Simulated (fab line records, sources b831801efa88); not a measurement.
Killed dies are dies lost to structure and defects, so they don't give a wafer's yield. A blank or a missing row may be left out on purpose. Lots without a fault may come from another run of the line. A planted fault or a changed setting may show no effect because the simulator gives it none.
Problem report in the 8D (eight disciplines) form, filled by code | flow sky130 | the parts of the form that need people (team, actions taken, sign-off) are left out

1. THE PROBLEM
PASSIVATION_CVD_02_THK at SKY_PASSIVATION_THK_MEAS_03 reads a mean of 584 nm on 2 wafers of 2 lots; wafers without a fault read 540 nm with a standard deviation of 7.7. That is +5.7 standard deviations from the usual mean.
First seen on wafer L744.4, day 49 01:11, on film_metro-02. The record holds 36 wafers of 12 lots with a number at this step. Rule for "out", or "out of limits": more than 4 standard deviations from the usual mean. The other wafers with a number count as sound.

2. WHAT IT IS AND WHAT IT IS NOT
question                    | is                           | is not
which readings at this step | PASSIVATION_CVD_02_THK       | -
which lots                  | L744, L745                   | L725, L726, L727, L729, L730, L733, L735, L739, L743, L747
which wafers of those lots  | L744.4, L745.4               | L744.1, L744.3, L745.3, L745.6
read on which gauges        | film_metro-02, film_metro-03 | film_metro-01
when                        | from day 49 01:11            | up to then (29 sound wafers); but 5 sound wafers of L745, L747 came after

3. SUSPECTS, AND WHAT RULES EACH OUT
Counting: a tool at a process step up to the reading stays a suspect if it ran every lot that is out. Sound lots after the first of them don't rule it out here, since some wafers of a struck lot are sound.
- the gauge at SKY_PASSIVATION_THK_MEAS_03: ruled out. The wafers that are out were read on 2 gauges (film_metro-02, film_metro-03).
- pvd_sputter-02 at SKY_VIA4_SPUTTER_17 (material TiN, target thk 20 nm, time 80 s): kept. It ran every lot that is out, first L744 (day 48 04:29); its last sound lot up to then is L735 (day 45 14:08).
- pecvd-03 at SKY_PASSIVATION_CVD_02 (deposits Si3N4, target thk 540 nm): kept. It ran every lot that is out, first L744 (day 49 00:31); its last sound lot up to then is L735 (day 46 12:48).
Left after counting: pvd_sputter-02 at SKY_VIA4_SPUTTER_17, pecvd-03 at SKY_PASSIVATION_CVD_02.

4. THE CAUSE (what the simulator had put in)
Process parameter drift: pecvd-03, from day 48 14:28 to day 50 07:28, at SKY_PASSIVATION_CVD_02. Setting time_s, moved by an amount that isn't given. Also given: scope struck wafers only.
Counting left 2 suspects, and this tool is among them.

5. THE CHAIN OF EFFECTS, in route order
Each row: a reading whose mean over the struck wafers that have a number lies more than 3 standard deviations from the usual. Only readings for which the record gives a usual standard deviation are gone through. hours: the time from each lot's start at the first step in this table that gives one to its start at this step, as a median over the lots. sigmas: the change in usual standard deviations.
hours | step                        | reading                | usual  | on struck wafers | change | sigmas
0     | SKY_PASSIVATION_THK_MEAS_03 | PASSIVATION_CVD_02_THK | 540 nm | 584              | +44    | +5.7

6. WHAT WOULD HAVE CAUGHT IT SOONER
In this record the first reading out of limits at a measuring or inspecting step was taken at day 49 01:11, 11 hours after the fault began at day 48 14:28.
Of the tool readings at SKY_PASSIVATION_CVD_02 for which the record gives a usual standard deviation, none was out on any struck wafer, so an alarm limit of 4 standard deviations on them would not have fired.
Of the lots that are out (2), L745 began SKY_PASSIVATION_CVD_02 on pecvd-03 after day 49 01:11. A hold on the tool at that time would have spared it.
